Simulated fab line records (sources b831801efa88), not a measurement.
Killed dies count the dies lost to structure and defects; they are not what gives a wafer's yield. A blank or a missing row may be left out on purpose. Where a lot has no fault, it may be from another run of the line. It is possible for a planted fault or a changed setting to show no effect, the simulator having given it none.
Which of the tools did it? | flow gf180mcu | 16 lots, 48 wafers sampled, at 3 steps of a route of 602

## WHAT EACH GAUGE READ, for each wafer
GF_PSD_TW_MEAS_11. Usual: PSD_TW gives 3191 (standard deviation 31).
lot  | measured     | on           | PSD_TW         | flag
L222 | day 14 04:46 | filmMetro-02 | 3231 3225 3229 | 
L223 | day 14 16:11 | filmMetro-04 | 3112 3142 3123 | 
L224 | day 14 20:07 | filmMetro-04 | 3114 3126 3119 | 
L225 | day 15 02:47 | filmMetro-03 | 3202 3197 3201 | 
L226 | day 15 19:26 | filmMetro-04 | 3167 3176 3176 | 
L227 | day 16 01:57 | filmMetro-03 | 3196 3211 3191 | 
L228 | day 16 09:07 | filmMetro-02 | 3237 3238 3230 | 
L229 | day 16 21:50 | filmMetro-04 | 3189 3182 3174 | 
L230 | day 17 03:23 | filmMetro-04 | 3164 3154 3159 | 
L231 | day 17 09:57 | filmMetro-04 | 3173 3175 3146 | 
L232 | day 17 20:39 | filmMetro-03 | 3223 3202 3208 | 
L233 | day 18 04:19 | filmMetro-03 | 3203 3215 3214 | 
L234 | day 18 11:41 | filmMetro-04 | 3658 3665 3650 | OFF
L235 | day 18 16:16 | filmMetro-03 | 3726 3710 3714 | OFF
L236 | day 19 07:19 | filmMetro-04 | 3694 3679 3662 | OFF
L237 | day 19 13:01 | filmMetro-02 | 3700 3673 3708 | OFF

GF_PSD_RS_MEAS_15: uses a four-point probe to measure. Usual: PSD_RS gives 108.66 ohm/sq (standard deviation 0.26).
lot  | measured     | on           | PSD_RS (ohm/sq)      | flag
L222 | day 14 05:04 | filmMetro-02 | 108.65 108.67 109.12 | 
L223 | day 14 16:29 | filmMetro-02 | 108.46 108.48 108.34 | 
L224 | day 14 20:26 | filmMetro-04 | 108.74 108.79 108.96 | 
L225 | day 15 03:07 | filmMetro-02 | 108.58 108.87 108.82 | 
L226 | day 15 19:50 | filmMetro-02 | 108.88 108.49 108.52 | 
L227 | day 16 02:21 | filmMetro-02 | 108.11 108.12 108.07 | 
L228 | day 16 09:32 | filmMetro-03 | 108.91 109.08 109.04 | 
L229 | day 16 22:10 | filmMetro-03 | 108.57 108.84 108.51 | 
L230 | day 17 03:43 | filmMetro-03 | 108.69 108.37 108.40 | 
L231 | day 17 10:16 | filmMetro-04 | 108.61 108.64 108.77 | 
L232 | day 17 20:58 | filmMetro-04 | 108.47 108.45 108.65 | 
L233 | day 18 04:37 | filmMetro-04 | 109.09 108.54 108.53 | 
L234 | day 18 12:01 | filmMetro-03 | 52.33 52.45 52.42    | OFF
L235 | day 18 16:37 | filmMetro-03 | 52.15 52.22 52.31    | OFF
L236 | day 19 07:38 | filmMetro-04 | 52.30 52.29 52.22    | OFF
L237 | day 19 13:21 | filmMetro-03 | 52.41 52.32 52.32    | OFF

## TOOL THAT RAN EACH LOT (tool first, then ch and the chambers of the sampled wafers, then the start)
lot  | GF_PSD_IMPLANT_09
L222 | implanter-01 ch 0, day 14 04:31
L223 | implanter-02 ch 0, day 14 15:56
L224 | implanter-01 ch 0, day 14 19:52
L225 | implanter-01 ch 0, day 15 02:34
L226 | implanter-01 ch 0, day 15 19:12
L227 | implanter-02 ch 0, day 16 01:42
L228 | implanter-04 ch 0, day 16 08:54
L229 | implanter-04 ch 0, day 16 21:36
L230 | implanter-01 ch 0, day 17 03:10
L231 | implanter-02 ch 0, day 17 09:42
L232 | implanter-04 ch 0, day 17 20:24
L233 | implanter-02 ch 0, day 18 04:04
L234 | implanter-02 ch 0, day 18 11:28
L235 | implanter-04 ch 0, day 18 16:04
L236 | implanter-04 ch 0, day 19 07:04
L237 | implanter-01 ch 0, day 19 12:47
- GF_PSD_IMPLANT_09

## WHAT THE TOOLS THEMSELVES READ (means of the sampled wafers that have a number; where no wafer has one, the mark that the record gives instead)
The record holds no such reading with a usual standard deviation.

## THE ANSWER, worked out from the rows above alone
Rule: a lot counts as off when the mean over its wafers that have a number is more than 3 standard deviations away from the usual mean. A lot without any number at a reading at which 4 lots or more have one is off too. Where the step has rows for the other lots, those lots are counted as sound. The gauges are gone through in route order, then the tools' own readings, and for those a lot's mean is taken as printed above. At the first step where some lot is off, the reading lying furthest off is the one used; lots without a number count as furthest.
Off: L234, L235, L236, L237, at GF_PSD_TW_MEAS_11 (PSD_TW).
If a tool, at a process step before that reading, ran all the lots that are off and no sound lot after the first of them, it fits. The gauges at GF_PSD_TW_MEAS_11 are tried like those tools. No candidate that was tried fits.

## WHAT THE SIMULATOR HAD INSERTED
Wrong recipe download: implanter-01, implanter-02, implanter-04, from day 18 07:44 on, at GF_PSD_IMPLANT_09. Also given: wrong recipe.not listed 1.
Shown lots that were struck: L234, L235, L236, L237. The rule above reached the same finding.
